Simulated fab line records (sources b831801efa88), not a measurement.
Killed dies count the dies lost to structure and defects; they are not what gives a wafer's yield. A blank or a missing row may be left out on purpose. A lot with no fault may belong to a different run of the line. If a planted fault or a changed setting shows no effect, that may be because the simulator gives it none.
fab line records ; flow sky130
[record] lots = 7; wafers = 18; lastDay = 50
route steps=708 shown GATE_OXIDE@197 POLY_GATE@204 RES_PROTECT@206 PAD_OPEN@708
lots untouched by any fault: they come from a run of this same line in which no faults occurred
startH: start of the lot's first displayed wafer, in hours after the record's first day ; waitH: hours from the lot's prior step to this one ; " repeats the value in the row above ; L1.1+2: several wafers, shown together as one row ; - no value, or no start was given ; * or withheld: withheld ; < > ~ a bound
route shown NAME@n: names a module that has steps shown in the file, with the first one's number in the route ; usual: mean and standard deviation over wafers with no fault ; same: alike in all rows ; chamber/n: place in a boat ; sites: per-site readings ; _std_site: standard deviation across them ; _edge_site: outer sites' mean less inner sites' ; radiusMm: for every site, how far away it sits from the centre of the wafer ; mask NAME#n: copy n ; behind: the most recent tool/chamber to have shaped the wafer ; hold: why the lot went on hold/how many hours it stayed there/how the hold came to an end ; device: transistor that didn't switch, given as n, p or np ; end of line: tests of these same wafers at the route's end ; where a step has no rows: the recipe by itself ; killed: the dies lost at the first sort to structure and to defects; this is not the yield of the wafer ; map: dies across one wafer; x = killed, . = not, _ = none there
set.NAME: the setting that was run; set.NAME@STEP: the one run at that earlier step ; model.NAME: the simulator's own value behind a step, which no gauge read
lots at some steps of the route; a table a step, a row a wafer
services: the hour from which a tool's chamber was out of use, counted from the record's first day as startH (under 0 if before that day), plus the number of hours and why
[[steps]]
[step SKY_GATE_OXIDE_OVL_MEAS_10]
[usual] GATE_OXIDE_OVL = -0.3/1.2
lot.wafer;tool;chamber;startH;waitH;GATE_OXIDE_OVL[nm]
L291.1;overlay-01;-;327.76;0.1;1.0
L291.2;overlay-01;-;327.76;0.1;-0.8
L291.3;overlay-01;-;327.76;0.1;0.2
L292.1;overlay-01;-;341.76;0.1;0.7
L292.2;overlay-01;-;341.76;0.1;-3.9
L292.3;overlay-01;-;341.76;0.1;-0.4
L298.2;overlay-02;-;394.98;0.1;-0.2
L298.4;overlay-02;-;394.98;0.1;-0.1
L300.2;overlay-02;-;416.71;0.1;0.0
L300.4;overlay-02;-;416.71;0.1;-0.7
L301.1;overlay-01;-;425.97;0.1;0.3
L301.3;overlay-01;-;425.97;0.1;-1.1
L309.1;overlay-02;-;481.96;0.1;-1.1
L309.3;overlay-02;-;481.96;0.1;-0.7
L309.5;overlay-02;-;481.96;0.1;-0.9
L310.2;overlay-02;-;500.68;0.1;-1.2
L310.5;overlay-02;-;500.68;0.1;-0.5
L310.6;overlay-02;-;500.68;0.1;-0.5
[step SKY_GATE_OXIDE_IMPLANT_11]
[recipe] species = B; energyKev = 10; doseCm2 = 2.6e+12; tiltDeg = withheld
[step SKY_GATE_OXIDE_WET_ETCH_12]
[recipe] chemistry = dHF; targetDepthNm = 16.8; dry = n2Spin; target = SiO2; dilution = 100:1; tempC = 25; timeS = 336
[step SKY_GATE_OXIDE_STRIP_13]
[recipe] chemistry = O2/N2; powerW = 1400; pressureMtorr = 1500; platenTempC = withheld; o2FlowSccm = 3000; n2FlowSccm = 300; overashFraction = 0.5
[usual] drypumpMotorCurrentA = 5.7/0.45; oesProductAu = 0.717/0.0047; stripTimeToEndpointS = 14.19/0.036
lot.wafer;tool;chamber;startH;waitH;drypumpMotorCurrentA;oesProductAu;rfHoursCounterH;stripTimeToEndpointS
L291.1;plasmaAsher-02;0;328.04;0.0;4.9;0.715;52;14.15
L291.2;plasmaAsher-02;1;328.04;0.0;5.6;0.717;52;14.19
L291.3;plasmaAsher-02;1;328.04;0.0;5.6;0.720;-;14.16
L292.1;plasmaAsher-04;1;342.05;0.0;5.9;0.715;22;14.14
L292.2;plasmaAsher-04;0;342.05;0.0;5.6;0.721;22;14.20
L292.3;plasmaAsher-04;0;342.05;0.0;5.6;0.716;-;14.15
L298.2;plasmaAsher-03;0;395.29;0.0;6.4;0.719;71;14.24
L298.4;plasmaAsher-03;0;395.29;0.0;6.5;0.708;-;14.23
L300.2;plasmaAsher-03;1;416.99;0.0;5.4;0.714;73;14.23
L300.4;plasmaAsher-03;1;416.99;0.0;5.4;0.715;-;14.23
L301.1;plasmaAsher-04;1;426.26;0.0;5.8;0.714;30;14.22
L301.3;plasmaAsher-04;1;426.26;0.0;5.8;0.711;-;14.19
L309.1;plasmaAsher-04;1;482.25;0.0;5.8;0.714;36;14.21
L309.3;plasmaAsher-04;0;482.25;0.0;5.6;0.715;-;14.20
L309.5;plasmaAsher-04;1;482.25;0.0;5.8;0.718;-;14.20
L310.2;plasmaAsher-03;1;500.96;0.0;5.4;0.719;82;14.13
L310.5;plasmaAsher-03;0;500.96;0.0;6.4;0.716;-;14.16
L310.6;plasmaAsher-03;1;500.96;0.0;5.4;0.716;-;14.16
[step SKY_GATE_OXIDE_TW_MEAS_14]
[usual] GATE_OXIDE_TW = 225.9/1.8
lot.wafer;tool;chamber;startH;waitH;GATE_OXIDE_TW
L291.1;filmMetro-03;-;328.14;0.1;227.9
L291.2;filmMetro-03;-;328.14;0.1;226.6
L291.3;filmMetro-03;-;328.14;0.1;227.9
L292.1;filmMetro-04;-;342.15;0.1;225.6
L292.2;filmMetro-04;-;342.15;0.1;224.1
L292.3;filmMetro-04;-;342.15;0.1;224.4
L298.2;filmMetro-02;-;395.40;0.1;226.3
L298.4;filmMetro-02;-;395.40;0.1;225.5
L300.2;filmMetro-03;-;417.10;0.1;228.1
L300.4;filmMetro-03;-;417.10;0.1;229.4
L301.1;filmMetro-03;-;426.36;0.1;228.6
L301.3;filmMetro-03;-;426.36;0.1;228.8
L309.1;filmMetro-04;-;482.35;0.1;227.1
L309.3;filmMetro-04;-;482.35;0.1;225.2
L309.5;filmMetro-04;-;482.35;0.1;226.0
L310.2;filmMetro-03;-;501.07;0.1;227.8
L310.5;filmMetro-03;-;501.07;0.1;228.6
L310.6;filmMetro-03;-;501.07;0.1;228.2
[step SKY_GATE_OXIDE_CLEAN_15]
[recipe] chemistry = SC1/SC2; mix = 1:4:20; tempC = 70; timeS = 150; dry = n2Spin
[step SKY_GATE_OXIDE_OXIDATION_16]
[recipe] tempC = 800; ambient = O2; idleTempC = 700; rampUpCPerMin = 10; rampDownCPerMin = 3; stabiliseS = 600; purgeS = 300; targetThkA = 35.7; oxTimeS = 1915
[step SKY_POLY_GATE_CVD_00]
[recipe] material = poly-Si; targetThkNm = 180; tempC = 620; timeS = 720; pressureMtorr = 200
[step SKY_POLY_GATE_THK_MEAS_01]
[recipe] reads = poly-Si_of_POLY_GATE_CVD_00
[usual] POLY_GATE_CVD_00_THK = 180.8/1.6
lot.wafer;tool;chamber;startH;waitH;POLY_GATE_CVD_00_THK[nm]
L291.1;filmMetro-02;-;331.43;0.0;179.9
L291.2;filmMetro-02;-;331.43;0.0;178.8
L291.3;filmMetro-02;-;331.43;0.0;179.3
L292.1;filmMetro-01;-;344.99;0.0;184.5
L292.2;filmMetro-01;-;344.99;0.0;183.4
L292.3;filmMetro-01;-;344.99;0.0;183.5
L298.2;filmMetro-01;-;400.39;0.0;177.9
L298.4;filmMetro-01;-;400.39;0.0;178.3
L300.2;filmMetro-03;-;419.94;0.0;180.6
L300.4;filmMetro-03;-;419.94;0.0;179.0
L301.1;filmMetro-02;-;429.27;0.0;182.5
L301.3;filmMetro-02;-;429.27;0.0;182.0
L309.1;filmMetro-01;-;485.34;0.0;180.1
L309.3;filmMetro-01;-;485.34;0.0;181.5
L309.5;filmMetro-01;-;485.34;0.0;181.1
L310.2;filmMetro-01;-;504.52;0.0;182.0
L310.5;filmMetro-01;-;504.52;0.0;182.1
L310.6;filmMetro-01;-;504.52;0.0;182.5
[step SKY_RES_PROTECT_DEHYDRATE_00]
[recipe] tempC = 200; timeS = 60
[step SKY_RES_PROTECT_HMDS_01]
[recipe] primeTimeS = 60; primeTempC = 120
[step SKY_RES_PROTECT_COAT_02]
[recipe] resist = NOVOLAK; spinRpm = 3000; resistThkNm = 1140
[step SKY_RES_PROTECT_SOFTBAKE_03]
[recipe] tempC = 90; timeS = 60; resist = NOVOLAK
[usual] heaterPowerTotalW = 56.60/0.042; runLengthS = 88.99/0.12
lot.wafer;tool;chamber;startH;waitH;heaterPowerTotalW;runLengthS
L291.1;lithoTrack-02;0;345.25;0.1;56.59;89.12
L291.2;lithoTrack-02;0;345.25;0.1;56.57;89.03
L291.3;lithoTrack-02;0;345.25;0.1;56.59;89.01
L292.1;lithoTrack-02;0;358.70;0.1;56.62;88.90
L292.2;lithoTrack-02;0;358.70;0.1;56.62;88.88
L292.3;lithoTrack-02;0;358.70;0.1;56.57;88.98
L298.2;lithoTrack-02;0;415.78;0.1;56.59;89.05
L298.4;lithoTrack-02;0;415.78;0.1;58.93;82.40
L300.2;lithoTrack-02;0;434.63;0.1;56.58;89.20
L300.4;lithoTrack-02;0;434.63;0.1;58.94;82.55
L301.1;lithoTrack-02;0;444.30;0.1;58.94;82.46
L301.3;lithoTrack-02;0;444.30;0.1;56.52;89.01
L309.1;lithoTrack-04;0;501.00;0.1;56.63;89.13
L309.3;lithoTrack-04;0;501.00;0.1;56.61;88.95
L309.5;lithoTrack-04;0;501.00;0.1;56.57;88.99
L310.2;lithoTrack-04;0;519.63;0.1;56.61;88.85
L310.5;lithoTrack-04;0;519.63;0.1;56.58;88.95
L310.6;lithoTrack-04;0;519.63;0.1;56.69;89.05
[step SKY_RES_PROTECT_EXPOSE_04]
[recipe] maskId = RPM; na = 0.6; sourceShape = conventional; sigmaOuter = 0.6; polarization = unpolarized; targetCdNm = 1270; doseMj = 131
[step SKY_PAD_OPEN_PROBE_99]
[usual] killed_at_M0_to_M3 = 42/7.1; killed_at_M4_up = 3.3/1.9; killedAtContacts = 24/5; killedAtFrontEnd = 15/4.7; killedAtOther = 0.3/0.61; killedDies = 86/9.6; killedOpen = 47/7.5; killedShort = 38/6.6
[same] grossDies = 492; killedAtBackSide = 0
lot.wafer;tool;chamber;startH;waitH;killed_at_M0_to_M3;killed_at_M4_up;killedAtContacts;killedAtFrontEnd;killedAtOther;killedDies;killedOpen;killedShort
L291.1;prober-01;-;1088.83;0.1;45;4;21;18;0;88;49;38
L291.2;prober-01;-;1088.88;0.1;38;1;32;22;0;93;50;43
L291.3;prober-01;-;1088.93;0.2;41;3;22;18;1;85;56;28
L292.1;prober-02;-;1110.63;0.1;54;3;19;18;0;94;46;48
L292.2;prober-02;-;1110.68;0.1;34;3;26;14;0;77;53;24
L292.3;prober-02;-;1110.73;0.2;32;6;27;11;0;76;39;37
L298.2;prober-02;-;1141.08;0.1;38;1;28;17;1;85;50;34
L298.4;prober-02;-;1141.18;0.2;35;4;36;10;0;85;46;39
L300.2;prober-02;-;1151.07;0.1;44;7;24;13;0;88;50;38
L300.4;prober-02;-;1151.17;0.2;51;8;25;12;0;96;56;40
L301.1;prober-01;-;1157.05;0.1;38;7;14;15;0;74;47;25
L301.3;prober-01;-;1157.15;0.2;45;4;29;20;0;98;49;49
L309.1;prober-01;-;1187.08;0.1;35;5;22;11;0;73;36;37
L309.3;prober-01;-;1187.18;0.2;45;7;20;12;0;84;44;40
L309.5;prober-01;-;1187.28;0.2;28;3;16;13;0;60;29;31
L310.2;prober-02;-;1198.18;0.1;39;3;27;21;3;93;51;39
L310.5;prober-02;-;1198.33;0.2;43;5;17;20;1;86;33;52
L310.6;prober-02;-;1198.38;0.2;40;7;21;26;2;96;49;45
// killed by level:class
L291.1 CONTACT:geometricParticle:open=11 VIA3:geometricParticle:open=9 VIA1:geometricParticle:open=8 METAL2:geometricParticle:short=7 FIELD_ISO:geometricParticle:open=5 POLY_GATE:geometricParticle:open=4 CONTACT:geometricParticle:short=4 VIA2:geometricParticle:short=4
L291.2 CONTACT:geometricParticle:open=10 LI_CONTACT:geometricParticle:open=8 VIA1:geometricParticle:open=8 POLY_GATE:geometricParticle:short=7 VIA3:geometricParticle:open=7 FIELD_ISO:geometricParticle:open=6 LOCAL_INTERCONNECT:geometricParticle:short=6 VIA1:geometricParticle:short=5
L291.3 CONTACT:geometricParticle:open=12 VIA3:geometricParticle:open=11 VIA1:geometricParticle:open=8 VIA2:geometricParticle:open=6 METAL2:geometricParticle:short=6 POLY_GATE:geometricParticle:open=5 LI_CONTACT:geometricParticle:open=4 POLY_GATE:geometricParticle:short=3
L292.1 CONTACT:geometricParticle:open=11 METAL1:geometricParticle:short=10 VIA1:geometricParticle:short=9 VIA2:geometricParticle:short=6 VIA1:geometricParticle:open=6 VIA2:geometricParticle:open=6 LI_CONTACT:geometricParticle:open=5 METAL2:geometricParticle:short=5
L292.2 LI_CONTACT:geometricParticle:open=9 VIA1:geometricParticle:open=9 CONTACT:geometricParticle:open=8 POLY_GATE:geometricParticle:open=4 LOCAL_INTERCONNECT:geometricParticle:short=4 METAL2:geometricParticle:open=4 VIA2:geometricParticle:short=4 VIA2:geometricParticle:open=4
L292.3 CONTACT:geometricParticle:open=13 METAL1:geometricParticle:short=7 VIA1:geometricParticle:open=7 CONTACT:geometricParticle:short=6 POLY_GATE:geometricParticle:open=4 VIA1:geometricParticle:short=4 FIELD_ISO:geometricParticle:open=3 FIELD_ISO:geometricParticle:short=3
L298.2 CONTACT:geometricParticle:open=11 VIA1:geometricParticle:open=7 LI_CONTACT:geometricParticle:open=5 CONTACT:geometricParticle:short=5 FIELD_ISO:geometricParticle:open=4 LOCAL_INTERCONNECT:geometricParticle:short=4 VIA1:geometricParticle:short=4 METAL1:geometricParticle:short=4
L298.4 CONTACT:geometricParticle:open=14 LI_CONTACT:geometricParticle:open=8 CONTACT:geometricParticle:short=7 VIA1:geometricParticle:open=7 METAL2:geometricParticle:short=6 VIA2:geometricParticle:open=6 LI_CONTACT:geometricParticle:short=5 METAL1:geometricParticle:short=4
L300.2 CONTACT:geometricParticle:open=10 VIA1:geometricParticle:open=8 VIA2:geometricParticle:open=8 LI_CONTACT:geometricParticle:open=6 CONTACT:geometricParticle:short=6 VIA2:geometricParticle:short=6 METAL4:geometricParticle:short=6 METAL2:geometricParticle:short=5
L300.4 VIA1:geometricParticle:open=13 VIA2:geometricParticle:open=9 CONTACT:geometricParticle:open=8 LI_CONTACT:geometricParticle:open=7 VIA3:geometricParticle:open=7 CONTACT:geometricParticle:short=6 METAL3:geometricParticle:short=5 METAL2:geometricParticle:short=4
L301.1 VIA1:geometricParticle:open=13 VIA2:geometricParticle:open=9 LI_CONTACT:geometricParticle:open=7 FIELD_ISO:geometricParticle:short=5 FIELD_ISO:geometricParticle:open=4 POLY_GATE:geometricParticle:open=4 METAL4:geometricParticle:short=3 CONTACT:geometricParticle:short=3
L301.3 VIA1:geometricParticle:open=10 CONTACT:geometricParticle:open=9 VIA3:geometricParticle:open=9 VIA3:geometricParticle:short=8 FIELD_ISO:geometricParticle:open=6 CONTACT:geometricParticle:short=6 FIELD_ISO:geometricParticle:short=5 LI_CONTACT:geometricParticle:open=5
L309.1 CONTACT:geometricParticle:open=11 METAL1:geometricParticle:short=8 LI_CONTACT:geometricParticle:open=6 VIA1:geometricParticle:open=6 VIA1:geometricParticle:short=5 METAL4:geometricParticle:short=5 METAL2:geometricParticle:short=5 VIA2:geometricParticle:open=4
L309.3 VIA1:geometricParticle:open=10 METAL4:geometricParticle:short=6 LI_CONTACT:geometricParticle:open=6 CONTACT:geometricParticle:open=5 VIA1:geometricParticle:short=5 METAL2:geometricParticle:short=5 VIA2:geometricParticle:short=5 VIA2:geometricParticle:open=5
L309.5 LI_CONTACT:geometricParticle:open=7 CONTACT:geometricParticle:open=6 VIA3:geometricParticle:open=5 POLY_GATE:geometricParticle:short=4 VIA1:geometricParticle:open=4 METAL2:geometricParticle:short=4 METAL3:geometricParticle:short=4 POLY_GATE:geometricParticle:open=3
L310.2 CONTACT:geometricParticle:open=10 LI_CONTACT:geometricParticle:open=7 VIA2:geometricParticle:open=7 VIA3:geometricParticle:open=7 POLY_GATE:geometricParticle:short=6 METAL2:geometricParticle:short=6 FIELD_ISO:geometricParticle:open=5 POLY_GATE:geometricParticle:open=5
L310.5 VIA1:geometricParticle:short=8 FIELD_ISO:geometricParticle:short=7 METAL1:geometricParticle:short=7 VIA2:geometricParticle:open=7 POLY_GATE:geometricParticle:short=6 POLY_GATE:geometricParticle:open=6 CONTACT:geometricParticle:short=5 VIA3:geometricParticle:open=5
L310.6 LI_CONTACT:geometricParticle:open=9 POLY_GATE:geometricParticle:short=8 POLY_GATE:geometricParticle:open=8 VIA2:geometricParticle:open=8 VIA1:geometricParticle:open=7 FIELD_ISO:geometricParticle:short=5 METAL1:geometricParticle:short=5 METAL2:geometricParticle:short=5
[[services]]
tool;chamber;startH;hours;kind
plasmaAsher-02;-;318.52;7.1;repair
plasmaAsher-04;-;337.48;2.8;pm
plasmaAsher-02;-;428.36;10.3;repair
[[key]]
[firstSign] step = SKY_RES_PROTECT_SOFTBAKE_03; reading = runLengthS; direction = down; sigmas = 56; usual = *; struck = *
[effect] step = SKY_RES_PROTECT_SOFTBAKE_03; reading = heaterPowerTotalW; direction = up; sigmas = 55; usual = *; struck = *
metAt SKY_RES_PROTECT_SOFTBAKE_03
struckWafers L298.4,L300.4,L301.1
testerLeftOut L298,L300,L301
onsetBetween 358.70 415.78
[fault] kind = processParameterDrift; tool = lithoTrack-02; chamber = -; onsetH = 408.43; steps = SKY_RES_PROTECT_SOFTBAKE_03; channel = timeS; offset = *; shape = step; endH = 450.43; scope = struckWafersOnly; actsIn = *; stated = *
// testerLeftOut: of these lots the tester's yield and bins aren't shown, on N5 and GAA mostly nor the transistor test; their killed dies are dies lost to structure and defects alone, not to doping, threshold or leakage, so they don't give the yield
